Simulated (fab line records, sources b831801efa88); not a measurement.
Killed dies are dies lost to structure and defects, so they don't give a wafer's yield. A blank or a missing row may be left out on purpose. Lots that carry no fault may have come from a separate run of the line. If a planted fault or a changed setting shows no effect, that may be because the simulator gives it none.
Check of tool commonality ; flow sky130 ; Sampled: 12 lots, 42 wafers

## REASON FOR OPENING
SKY_VT_ADJUST_HVTR_TW_MEAS_11, reading VT_ADJUST_HVTR_TW: flagged on 2 of 12 lots. No-fault wafers: 211.0, standard deviation 2.7.
Rule: a lot is flagged when every wafer of it that has a number lies more than 4 standard deviations from that mean, or none has a number. As for the other lots, they are considered sound.

lot;measured;on;VT_ADJUST_HVTR_TW, wafer by wafer;flag
L831;day 10 12:09;film-metro-04;213.0 212.4 212.9;
L832;day 10 12:27;film-metro-01;208.0 207.3 207.9;
L836;day 11 15:17;film-metro-04;213.3 213.5 212.9;
L839;day 12 07:08;film-metro-01;208.7 208.7 209.0;
L838;day 12 08:10;film-metro-03;212.8 213.4 211.7;
L841;day 12 21:35;film-metro-04;212.7 212.5 213.2;
L846;day 14 19:46;film-metro-01;181.5 181.8 182.0 181.5 181.7 181.2;FLAGGED
L847;day 15 02:49;film-metro-03;212.1 212.4 212.4;
L848;day 15 07:11;film-metro-04;188.1 187.4 186.8 187.4 186.1 187.4;FLAGGED
L849;day 15 09:17;film-metro-01;209.1 208.1 206.7;
L851;day 15 21:30;film-metro-04;213.8 214.1 213.6;
L852;day 16 08:47;film-metro-01;205.8 207.4 206.3;
The numbers of the flagged lots are 184.4 on average: -26.6 against the usual, or -10 standard deviations.

## LOT BY LOT: THE TOOL USED
The record holds 1 process step before the reading, out of a route of 708 steps. Cell contents, in order: the tool; ch with the chambers the sampled wafers went through; the start.
lot;flag;SKY_VT_ADJUST_HVTR_IMPLANT_09
L831;;implanter-02 ch 0, day 10 11:54
L832;;implanter-03 ch 0, day 10 12:12
L836;;implanter-02 ch 0, day 11 15:02
L839;;implanter-04 ch 0, day 12 06:53
L838;;implanter-02 ch 0, day 12 07:56
L841;;implanter-03 ch 0, day 12 21:22
L846;FLAGGED;implanter-03 ch 0, day 14 19:33
L847;;implanter-04 ch 0, day 15 02:35
L848;FLAGGED;implanter-03 ch 0, day 15 06:56
L849;;implanter-04 ch 0, day 15 09:02
L851;;implanter-04 ch 0, day 15 21:16
L852;;implanter-04 ch 0, day 16 08:32
What these steps do:
- SKY_VT_ADJUST_HVTR_IMPLANT_09
- SKY_VT_ADJUST_HVTR_TW_MEAS_11

## FLAGGED OVER TOTAL, TOOL BY TOOL (the gauges that took the reading come last)
step;tool;lots run;flagged;share of the flagged lots;sound lots run after its first flagged lot
SKY_VT_ADJUST_HVTR_IMPLANT_09;implanter-02;3;0;none;-
SKY_VT_ADJUST_HVTR_IMPLANT_09;implanter-03;4;2;all;0
SKY_VT_ADJUST_HVTR_IMPLANT_09;implanter-04;5;0;none;-
SKY_VT_ADJUST_HVTR_TW_MEAS_11;film-metro-01;5;1;some;2 (L849,L852)
SKY_VT_ADJUST_HVTR_TW_MEAS_11;film-metro-03;2;0;none;-
SKY_VT_ADJUST_HVTR_TW_MEAS_11;film-metro-04;5;1;some;1 (L851)

## THE TABLE: WHAT IT ALLOWS
1 row of the table ran every flagged lot: implanter-03 at SKY_VT_ADJUST_HVTR_IMPLANT_09.
- implanter-03 at SKY_VT_ADJUST_HVTR_IMPLANT_09: 2 of its 4 lots flagged. Its last sound lot is L841 (day 12 21:22), its first flagged lot L846 (day 14 19:33): a fault that began between those two fits. Its own readings lie more than 4 standard deviations out on every wafer of the flagged lots: dose-ions-cm2, faraday-current-uA.
Left over: one tool, implanter-03 at SKY_VT_ADJUST_HVTR_IMPLANT_09.

## WHAT HAD BEEN PUT IN BY THE SIMULATOR
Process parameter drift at SKY_VT_ADJUST_HVTR_IMPLANT_09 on implanter-03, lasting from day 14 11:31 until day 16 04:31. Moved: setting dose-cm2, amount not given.
Shown lots that were struck: L846, L848. The rule above found the same.
